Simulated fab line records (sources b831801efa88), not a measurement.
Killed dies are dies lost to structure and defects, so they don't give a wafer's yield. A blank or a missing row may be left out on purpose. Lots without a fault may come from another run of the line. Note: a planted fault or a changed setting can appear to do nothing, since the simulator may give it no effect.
Commonality check across tools -- flow sky130 -- Lots sampled 12, wafers sampled 36

== THE REASON FOR OPENING IT ==
Of 12 lots, 2 have the reading LDD_P_TW flagged at SKY_LDD_P_TW_MEAS_11. No-fault wafers: 635, standard deviation 12.
Rule: a lot is flagged in two cases, either no wafer of it has a number, or all its wafers with numbers fall more than 4 standard deviations from that mean. The rest of the lots are taken to be sound.

lot,measured,on,"LDD_P_TW, wafer by wafer",flag
L243,day 18 13:20,film_metro-01,625 626 619,
L244,day 19 01:46,film_metro-01,626 626 624,
L245,day 19 16:38,film_metro-02,625 629 625,
L247,day 20 12:40,film_metro-02,627 628 628,
L250,day 21 16:21,film_metro-04,648 647 647,
L251,day 21 18:19,film_metro-04,646 645 649,
L252,day 22 01:25,film_metro-04,649 651 650,
L256,day 23 15:05,film_metro-04,651 650 651,
L259,day 25 01:52,film_metro-04,646 653 652,
L260,day 25 05:10,film_metro-02,714 716 716,FLAGGED
L261,day 25 07:43,film_metro-04,741 748 745,FLAGGED
L266,day 27 08:38,film_metro-01,625 628 623,
Average over the flagged lots: 730; offset from the usual +95, equal to +8 standard deviations.

== TOOL THAT RAN EACH LOT ==
The record holds 1 process step before the reading, out of a route of 708 steps. Each cell gives the tool, then ch followed by the chambers the sampled wafers passed through, then the start.
lot,flag,SKY_LDD_P_IMPLANT_09
L243,,"implanter-03 ch 0, day 18 13:05"
L244,,"implanter-02 ch 0, day 19 01:31"
L245,,"implanter-02 ch 0, day 19 16:25"
L247,,"implanter-02 ch 0, day 20 12:26"
L250,,"implanter-04 ch 0, day 21 16:06"
L251,,"implanter-04 ch 0, day 21 18:04"
L252,,"implanter-02 ch 0, day 22 01:10"
L256,,"implanter-02 ch 0, day 23 14:52"
L259,,"implanter-03 ch 0, day 25 01:37"
L260,FLAGGED,"implanter-04 ch 0, day 25 04:55"
L261,FLAGGED,"implanter-04 ch 0, day 25 07:28"
L266,,"implanter-02 ch 0, day 27 08:23"
What is done by these steps:
- SKY_LDD_P_IMPLANT_09
- SKY_LDD_P_TW_MEAS_11

== FLAGGED AGAINST TOTAL, ONE TOOL AT A TIME (gauges that did the reading follow at the end) ==
step,tool,lots run,flagged,share of the flagged lots,sound lots run after its first flagged lot
SKY_LDD_P_IMPLANT_09,implanter-02,6,0,none,-
SKY_LDD_P_IMPLANT_09,implanter-03,2,0,none,-
SKY_LDD_P_IMPLANT_09,implanter-04,4,2,all,0
SKY_LDD_P_TW_MEAS_11,film_metro-01,3,0,none,-
SKY_LDD_P_TW_MEAS_11,film_metro-02,3,1,some,0
SKY_LDD_P_TW_MEAS_11,film_metro-04,6,1,some,0

== WHAT IS ALLOWED BY THE TABLE ==
In the table, 1 row covers all flagged lots: implanter-04 at SKY_LDD_P_IMPLANT_09.
- implanter-04 at SKY_LDD_P_IMPLANT_09: 2 of its 4 lots flagged. Last sound lot L251 at day 21 18:04, first flagged lot L260 at day 25 04:55; a fault beginning in between fits. Its own readings (dose_ions_cm2, faraday_current_uA) fall more than 4 standard deviations out on all wafers of the flagged lots.
Just one tool remains: implanter-04 at SKY_LDD_P_IMPLANT_09.

== WHAT THE SIMULATOR HAD INSERTED ==
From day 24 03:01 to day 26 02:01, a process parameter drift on implanter-04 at SKY_LDD_P_IMPLANT_09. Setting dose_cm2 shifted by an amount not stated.
Struck lots among those shown: L260, L261. Same finding as the rule above.
